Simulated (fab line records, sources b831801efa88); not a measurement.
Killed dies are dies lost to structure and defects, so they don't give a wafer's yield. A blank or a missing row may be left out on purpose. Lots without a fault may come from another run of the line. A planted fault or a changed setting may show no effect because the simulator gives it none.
Which tool did it? | flow sky130 | 12 lots, 36 wafers sampled, at 4 steps of a route of 708

WHAT THE GAUGES READ, wafer by wafer
SKY_VT_ADJUST_LVTN_TW_MEAS_10.
lot  | measured     | on            | VT_ADJUST_LVTN_TW
L671 | day 6 22:23  | film_metro-02 | 239 240 239
L672 | day 7 06:08  | film_metro-01 | 235 237 236
L673 | day 7 09:50  | film_metro-03 | 245 245 244
L674 | day 7 14:44  | film_metro-02 | 291 293 292
L676 | day 8 05:44  | film_metro-03 | 244 241 243
L678 | day 9 02:46  | film_metro-01 | 289 287 289
L679 | day 9 03:20  | film_metro-03 | 245 245 245
L682 | day 10 00:39 | film_metro-01 | 289 288 288
L687 | day 11 08:10 | film_metro-01 | 236 235 235
L692 | day 12 21:01 | film_metro-03 | 245 245 245
L691 | day 12 22:52 | film_metro-02 | 238 240 240
L693 | day 13 01:41 | film_metro-03 | 246 247 247

SKY_LDD_N_TW_MEAS_17.
lot  | measured     | on            | LDD_N_TW
L671 | day 17 20:11 | film_metro-04 | 2573 2583 2600
L672 | day 17 20:48 | film_metro-04 | 2595 2603 2583
L673 | day 18 11:18 | film_metro-03 | 2614 2632 2627
L674 | day 19 06:15 | film_metro-04 | 2583 2586 2576
L676 | day 20 00:17 | film_metro-02 | 2579 2602 2577
L678 | day 21 01:46 | film_metro-04 | 2600 2593 2606
L679 | day 21 03:23 | film_metro-03 | 2628 2632 2638
L682 | day 22 08:55 | film_metro-03 | 2623 2630 2637
L687 | day 24 01:26 | film_metro-04 | 2594 2597 2594
L692 | day 25 11:04 | film_metro-04 | 2579 2604 2595
L691 | day 25 18:23 | film_metro-02 | 2556 2548 2561
L693 | day 26 02:38 | film_metro-03 | 2619 2632 2595

SKY_SPACER_THK_MEAS_01.
lot  | measured     | on            | SPACER_CVD_00_THK (nm)
L671 | day 22 23:20 | film_metro-04 | 43.0 43.1 43.3
L672 | day 23 01:40 | film_metro-04 | 43.5 43.5 43.1
L673 | day 23 20:59 | film_metro-03 | 43.5 43.9 44.0
L674 | day 24 10:53 | film_metro-03 | 43.2 43.2 42.9
L676 | day 25 03:11 | film_metro-01 | 43.0 42.2 42.8
L678 | day 26 04:07 | film_metro-01 | 42.5 42.3 42.8
L679 | day 26 04:07 | film_metro-03 | 42.7 42.7 42.9
L682 | day 27 08:29 | film_metro-03 | 42.5 42.5 42.7
L687 | day 28 23:51 | film_metro-03 | 42.4 42.5 42.3
L692 | day 30 06:59 | film_metro-03 | 43.2 43.3 43.2
L691 | day 30 15:12 | film_metro-01 | 43.0 43.0 43.1
L693 | day 30 22:32 | film_metro-03 | 43.4 43.4 43.0

WHICH TOOL RAN EACH LOT (tool, then ch and the chambers of the sampled wafers, then the start)
lot  | SKY_VT_ADJUST_LVTN_IMPLANT_08
L671 | implanter-02 ch 0, day 6 22:08
L672 | implanter-01 ch 0, day 7 05:53
L673 | implanter-03 ch 0, day 7 09:35
L674 | implanter-01 ch 0, day 7 14:10
L676 | implanter-02 ch 0, day 8 05:31
L678 | implanter-03 ch 0, day 9 02:04
L679 | implanter-03 ch 0, day 9 03:05
L682 | implanter-03 ch 0, day 10 00:05
L687 | implanter-01 ch 0, day 11 07:55
L692 | implanter-01 ch 0, day 12 20:47
L691 | implanter-01 ch 0, day 12 22:37
L693 | implanter-01 ch 0, day 13 01:26
- SKY_VT_ADJUST_LVTN_IMPLANT_08

WHAT THE TOOLS THEMSELVES READ (means of the sampled wafers that have a number; where no wafer has one, the mark that the record gives instead)
SKY_VT_ADJUST_LVTN_IMPLANT_08.
lot  | tool         | beam_energy_keV
L671 | implanter-02 | 29.998
L672 | implanter-01 | 29.995
L673 | implanter-03 | 30.002
L674 | implanter-01 | 30.002
L676 | implanter-02 | 30.002
L678 | implanter-03 | 29.998
L679 | implanter-03 | 29.996
L682 | implanter-03 | 29.999
L687 | implanter-01 | 29.996
L692 | implanter-01 | 30.006
L691 | implanter-01 | 30.000
L693 | implanter-01 | 29.990

THE ANSWER, worked out from the rows above alone
Rule: what is usual is taken from the lots themselves. Put in order of their means at a reading, lots are off if they are a third of the lots or fewer, leave a main group of 4 or more, and stand apart from it by a gap of 3 or more times the standard deviation of the main group's means; of several such gaps the widest counts. A main group whose means are all the same, to the digits that the tables above print for the reading, isn't used. A lot without any number at a reading at which 4 lots or more have one is off too. The other lots that the step has rows for count as sound. The gauges are gone through in route order, then the tools' own readings, and for those a lot's mean is taken as printed above. The first step at which some lot is off is used, and at that step the reading that is off furthest; a lot without a number counts as furthest.
Off: L674, L678, L682, at SKY_VT_ADJUST_LVTN_TW_MEAS_10 (VT_ADJUST_LVTN_TW). The main group: mean 242, standard deviation 3.9.
A tool fits if, at a process step before that reading, it ran every lot that is off, and no sound lot after the first of them. The gauges at SKY_VT_ADJUST_LVTN_TW_MEAS_10 are tried like those tools. None of those tried fits.

WHAT THE SIMULATOR HAD PUT IN
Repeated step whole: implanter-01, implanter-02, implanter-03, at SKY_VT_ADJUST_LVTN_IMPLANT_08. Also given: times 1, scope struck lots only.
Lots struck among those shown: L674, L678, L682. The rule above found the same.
